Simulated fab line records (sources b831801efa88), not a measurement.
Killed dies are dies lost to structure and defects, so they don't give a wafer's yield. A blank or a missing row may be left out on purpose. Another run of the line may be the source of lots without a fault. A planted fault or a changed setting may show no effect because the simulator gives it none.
fab line records | flow sfqLine
[record] lots = 5 wafers = 15 lastDay = 77
route steps=325 shown I5@232 C5@240
lots that met no fault: taken from a fault-free run of the same line
startH: hours from the record's opening day to when the first of the lot's shown wafers began | waitH: time in hours since the lot's previous step | " as in the row above | L1.1+2: a single row standing in for several wafers | - either no value or no given start | * or withheld: withheld | < > ~ a bound
route shown NAME@n: NAME is a module with steps in the file, n the number in the route of the first one | usual: mean/standard deviation of fault-free wafers | same: alike in all rows | chamber/n: place in a boat | sites: each site's reading | _std_site: how widely they spread, as a standard deviation | _edge_site: outer sites' mean less inner sites' | radiusMm: for every site, how far away it sits from the centre of the wafer | mask NAME#n: copy n | behind: the most recent tool/chamber to have shaped the wafer | hold: what put the lot on hold/how long, in hours/how the hold closed | device: whichever transistor did not switch (one of n, p or np) | end of line: the tests these same wafers got at the end of their route | where a step has no rows: the recipe by itself | killed: the dies lost at the first sort to structure and to defects; this is not the yield of the wafer | map: per-die view of a wafer (x killed, . not killed, _ where there is no die)
set.NAME: the setting that was run; set.NAME@STEP: the one run at that earlier step | model.NAME: the simulator's own value behind a step, which no gauge read
lots at selected steps of the route; one table per step, one row per wafer
services: a tool's chamber out of use, with start hour (startH, from the record's first day; less than 0 if before it), hours out, and reason
[[steps]]
[step SFQ_TRILAYER_I5_LITHO_EXPOSE_145]
[recipe] maskId = I5 na = 0.6 sourceShape = conventional sigmaOuter = 0.65 targetCdNm = 700 doseMj = 21.3
[step SFQ_TRILAYER_I5_LITHO_PEB_147]
[recipe] pebTempC = 115 pebTimeS = 60 resist = KrF
[step SFQ_TRILAYER_I5_LITHO_DEVELOP_146]
[recipe] timeS = 60 resist = KrF
[step SFQ_I5_OVL_MEAS_936]
[usual] I5_OVL = 1/6.1
// columns lot.wafer tool chamber startH waitH I5_OVL[nm]
L900.2 overlay-01 - 1289.20 0.1 -4
L900.4 " - " " -5
L900.5 " - " " -9
L904.3 overlay-01 - 1326.83 0.1 8
L904.4 " - " " 5
L904.5 " - " " 1
L907.1 overlay-02 - 1341.22 0.1 2
L907.4 " - " " 4
L907.5 " - " " 8
L908.1 overlay-02 - 1342.42 0.1 -2
L908.3 " - " " -3
L908.5 " - " " -7
L914.1 overlay-01 - 1379.42 0.1 -4
L914.3 " - " " 2
L914.5 " - " " 1
[step SFQ_TRILAYER_I5_BARC_OPEN_VIA_ETCH_200]
[recipe] maskMaterial = PR chemistry = O2 targetDepthNm = 125 target = BARC sourceW = 500 biasW = 80 pressureMtorr = 30 timeS = 41.7
[usual] drypumpMotorCurrentA = 5.9/0.53 oesProductAu = 0.686/0.0051
// columns lot.wafer tool chamber startH waitH drypumpMotorCurrentA oesProductAu rfHoursCounterH
L900.2 rieDiel-03 2 1289.23 0.0 6.2 0.679 17
L900.4 " 2 " " 6.2 0.688 -
L900.5 " 1 " " 6.3 0.693 -
L904.3 rieDiel-04 3 1326.86 0.0 5.7 0.688 20
L904.4 " 3 " " 5.7 0.698 -
L904.5 " 2 " " 6.7 0.688 -
L907.1 rieDiel-02 0 1341.26 0.0 5.6 0.683 18
L907.4 " 2 " " 5.7 0.682 11
L907.5 " 1 " " 5.5 0.687 -
L908.1 rieDiel-03 0 1342.46 0.0 6.3 0.691 1
L908.3 " 3 " " 4.9 0.679 16
L908.5 " 3 " " 4.9 0.689 -
L914.1 rieDiel-02 1 1379.46 0.0 5.5 0.687 3
L914.3 " 0 " " 5.6 0.682 18
L914.5 " 0 " " 5.6 0.687 -
[step SFQ_TRILAYER_I5_ETCH_VIA_ETCH_147]
[recipe] stopOn = Nb maskMaterial = PR chemistry = CHF3 targetDepthNm = 360 sourceW = 500 biasW = 80 pressureMtorr = 30 timeS = withheld
[usual] drypumpMotorCurrentA = 5.9/0.53 oesProductAu = 0.990/0.007
// columns lot.wafer tool chamber startH waitH drypumpMotorCurrentA oesProductAu
L900.2 rieDiel-03 2 1289.27 0.0 6.3 0.998
L900.4 " 2 " " 6.3 0.995
L900.5 " 1 " " 6.3 0.997
L904.3 rieDiel-04 3 1326.90 0.0 5.7 0.993
L904.4 " 3 " " 5.7 0.995
L904.5 " 2 " " 6.7 0.995
L907.1 rieDiel-02 0 1341.30 0.0 5.6 0.985
L907.4 " 2 " " 5.8 0.990
L907.5 " 1 " " 5.5 0.993
L908.1 rieDiel-03 0 1342.50 0.0 6.3 0.994
L908.3 " 3 " " 4.9 0.987
L908.5 " 3 " " 4.9 0.985
L914.1 rieDiel-02 1 1379.50 0.0 5.5 0.999
L914.3 " 0 " " 5.6 0.997
L914.5 " 0 " " 5.6 0.986
[step SFQ_TRILAYER_I5_STRIP_STRIP_148]
[recipe] gas = O2 powerW = 200 platenTempC = 40 overashFraction = 0.65 chemistry = O2 pressureMtorr = 50
[usual] drypumpMotorCurrentA = 6.0/0.31 oesProductAu = 0.994/0.014
// columns lot.wafer tool chamber startH waitH drypumpMotorCurrentA oesProductAu rfHoursCounterH
L900.2 rieMetal-04 1 1289.42 - 6.1 0.967 78
L900.4 " 1 " " 6.1 0.978 -
L900.5 " 0 " " 5.8 0.984 -
L904.3 rieMetal-03 0 1327.25 - 5.9 1.005 -
L904.4 " 1 " " 6.6 1.014 -
L904.5 " 1 " " 6.6 1.013 -
L907.1 rieMetal-03 1 1341.45 - 6.6 0.994 12
L907.4 " 0 " " 5.9 1.006 -
L907.5 " 0 " " 5.9 1.008 -
L908.1 rieMetal-02 1 1342.65 - 5.8 1.015 64
L908.3 " 1 " " 5.8 1.021 -
L908.5 " 1 " " 5.8 1.022 -
L914.1 rieMetal-02 0 1379.65 - 5.6 0.984 156
L914.3 " 1 " " 5.8 1.012 -
L914.5 " 1 " " 5.8 1.002 -
[step SFQ_TRILAYER_I5_STRIP_SOLV_CLEAN_149]
[recipe] chemistry = NMP tempC = 70 timeS = 600
[step SFQ_TRILAYER_C5_LITHO_COAT_156]
[recipe] resist = BARC spinRpm = 3000 resistThkNm = 62
[step SFQ_TRILAYER_C5_LITHO_COAT_151]
[recipe] resist = KrF spinRpm = 3000 resistThkNm = 650
[step SFQ_TRILAYER_C5_LITHO_SOFTBAKE_155]
[recipe] tempC = withheld timeS = withheld resist = KrF
[step SFQ_TRILAYER_C5_LITHO_EXPOSE_152]
[recipe] maskId = C5 na = 0.6 sourceShape = conventional sigmaOuter = 0.65 targetCdNm = 500 doseMj = 21.3
[step SFQ_TRILAYER_C5_LITHO_PEB_154]
[recipe] pebTempC = 115 pebTimeS = 60 resist = KrF
// columns lot.wafer tool chamber startH waitH
L900.2+4+5 lithoTrack-03 0 1350.05 1.0
L904.3+4+5 lithoTrack-03 0 1393.52 0.7
L907.1+4+5 lithoTrack-04 0 1410.07 1.0
L908.1+3+5 lithoTrack-03 0 1414.87 1.0
L914.1+3+5 lithoTrack-04 0 1455.22 1.0
[step SFQ_TRILAYER_C5_LITHO_DEVELOP_153]
[recipe] timeS = 60 resist = KrF
[step SFQ_C5_OVL_MEAS_937]
[usual] C5_OVL = -2/5.1
// columns lot.wafer tool chamber startH waitH C5_OVL[nm]
L900.2 overlay-01 - 1350.34 0.1 -10
L900.4 " - " " -8
L900.5 " - " " -11
L904.3 overlay-02 - 1393.78 0.1 3
L904.4 " - " " 5
L904.5 " - " " 0
L907.1 overlay-01 - 1410.37 0.1 -3
L907.4 " - " " 2
L907.5 " - " " -4
L908.1 overlay-01 - 1415.17 0.1 -4
L908.3 " - " " -3
L908.5 " - " " -1
L914.1 overlay-02 - 1455.52 0.1 0
L914.3 " - " " -2
L914.5 " - " " -1
[step SFQ_TRILAYER_C5_BARC_OPEN_VIA_ETCH_210]
[recipe] maskMaterial = PR chemistry = O2 targetDepthNm = 125 target = BARC sourceW = 500 biasW = 80 pressureMtorr = 30 timeS = 41.7
[usual] drypumpMotorCurrentA = 5.9/0.54 oesProductAu = 0.686/0.0047
// columns lot.wafer tool chamber startH waitH drypumpMotorCurrentA oesProductAu rfHoursCounterH model.C5.cdNm
L900.2 rieDiel-02 3 1350.37 0.0 6.8 0.693 10 500.7
L900.4 " 3 " " 6.8 0.687 - 501.3
L900.5 " 0 " " 5.6 0.683 - 500.1
L904.3 rieDiel-03 3 1393.80 0.0 4.9 0.681 17 503
L904.4 " 1 " " 6.3 0.685 - 501.9
L904.5 " 0 " " 6.3 0.693 - 502.5
L907.1 rieDiel-03 0 1410.40 0.0 6.3 0.675 2 501.1
L907.4 " 1 " " 6.3 0.684 12 499.7
L907.5 " 1 " " 6.3 0.685 - 500.4
L908.1 rieDiel-01 2 1415.20 0.0 6.3 0.682 18 499.8
L908.3 " 1 " " 6.0 0.686 17 498.8
L908.5 " 3 " " 5.9 0.680 - 500.3
L914.1 rieDiel-02 3 1455.55 0.0 6.7 0.685 12 507.9
L914.3 " 2 " " 5.8 0.682 13 499.2
L914.5 " 1 " " 5.5 0.686 - 500
[step SFQ_TRILAYER_C5_ETCH_VIA_ETCH_154]
[recipe] target = SiO2 maskMaterial = PR chemistry = CHF3 targetDepthNm = 84 sourceW = 500 biasW = 80 pressureMtorr = 30 timeS = withheld stopOn = Nb
[usual] drypumpMotorCurrentA = 5.9/0.54 oesProductAu = 0.897/0.0095
// columns lot.wafer tool chamber startH waitH drypumpMotorCurrentA oesProductAu model.C5.cdNm
L900.2 rieDiel-02 3 1350.41 0.0 6.8 0.903 499.2
L900.4 " 3 " " 6.8 0.904 500.2
L900.5 " 0 " " 5.6 0.916 500.2
L904.3 rieDiel-03 3 1393.84 0.0 4.9 0.888 503.3
L904.4 " 1 " " 6.3 0.895 500.5
L904.5 " 0 " " 6.2 0.887 501.9
L907.1 rieDiel-03 0 1410.44 0.0 6.3 0.887 500.5
L907.4 " 1 " " 6.3 0.905 498.5
L907.5 " 1 " " 6.4 0.892 498.6
L908.1 rieDiel-01 2 1415.24 0.0 6.3 0.904 499.5
L908.3 " 1 " " 6.0 0.899 499
L908.5 " 3 " " 5.9 0.891 500.5
L914.1 rieDiel-02 3 1455.59 0.0 6.8 0.880 507.7
L914.3 " 2 " " 5.8 0.875 499.4
L914.5 " 1 " " 5.5 0.898 499.8
[step SFQ_TRILAYER_C5_STRIP_STRIP_155]
[recipe] gas = O2 powerW = 200 platenTempC = 40 overashFraction = 0.65 chemistry = O2 pressureMtorr = 50
[usual] drypumpMotorCurrentA = 6.09/0.24 oesProductAu = 0.995/0.012
// columns lot.wafer tool chamber startH waitH drypumpMotorCurrentA oesProductAu rfHoursCounterH
L900.2 rieMetal-03 0 1350.45 - 5.91 1.008 56
L900.4 " 1 " " 6.59 0.993 -
L900.5 " 1 " " 6.62 1.000 -
L904.3 rieMetal-01 1 1394.09 - 6.33 1.013 -
L904.4 " 0 " " 6.26 1.004 -
L904.5 " 1 " " 6.29 1.011 -
L907.1 rieMetal-01 0 1410.49 - 6.17 0.997 72
L907.4 " 1 " " 6.39 1.009 -
L907.5 " 0 " " 6.20 0.991 -
L908.1 rieMetal-04 0 1415.29 - 5.84 0.986 73
L908.3 " 1 " " 6.07 0.979 -
L908.5 " 1 " " 6.09 0.982 -
L914.1 rieMetal-03 0 1455.64 - 5.91 1.000 83
L914.3 " 0 " " 5.90 0.990 -
L914.5 " 0 " " 5.89 0.997 -
[[services]]
// columns tool chamber startH hours kind
rieDiel-04 1 1279.33 9.6 repair
rieDiel-02 0 1282.26 4.8 repair
rieDiel-03 0 1282.92 - clean
rieDiel-03 0 1282.92 - consumableReplace:focusRing
rieDiel-03 0 1282.92 14.1 scheduledDown
rieDiel-03 0 1282.92 14.1 ventCycle
rieMetal-03 1 1286.99 6.8 repair
rieDiel-01 2 1309.64 4.4 repair
rieDiel-04 - 1310.52 13.9 repair
rieDiel-04 - 1311.13 0.3 repair
rieMetal-02 0 1338.55 10.3 repair
rieDiel-01 - 1338.68 0.7 repair
rieDiel-01 0 1340.73 1.7 repair
rieDiel-02 1 1350.33 7.5 repair
rieDiel-03 3 1354.81 5.7 repair
rieMetal-01 0 1364.50 4.8 repair
rieDiel-04 2 1378.22 7.0 repair
rieMetal-01 - 1383.73 1.4 pm
rieDiel-04 1 1386.20 6.6 repair
rieMetal-03 1 1388.62 155.9 repair
rieDiel-03 2 1392.01 2.9 repair
rieDiel-04 3 1402.40 4.9 repair
rieDiel-03 0 1447.80 9.5 repair
rieDiel-01 3 1455.44 3.6 repair
[[key]]
firstSign none at tools or gauges
[modelEffect] step = SFQ_TRILAYER_C5_BARC_OPEN_VIA_ETCH_210 value = C5.cdNm without = 500.2 struck = 507.9
[modelEffect] step = SFQ_TRILAYER_C5_ETCH_VIA_ETCH_154 value = C5.cdNm without = 500 struck = 507.7
metAt SFQ_TRILAYER_C5_LITHO_PEB_154
struckWafers L914.1
onsetBetween 1410.07 1455.22
[fault] kind = processParameterDrift tool = lithoTrack-04 chamber = - onsetH = 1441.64 steps = SFQ_TRILAYER_C5_LITHO_PEB_154 channel = pebTimeS offset = * shape = step endH = 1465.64 scope = struckWafersOnly actsIn = * stated = *
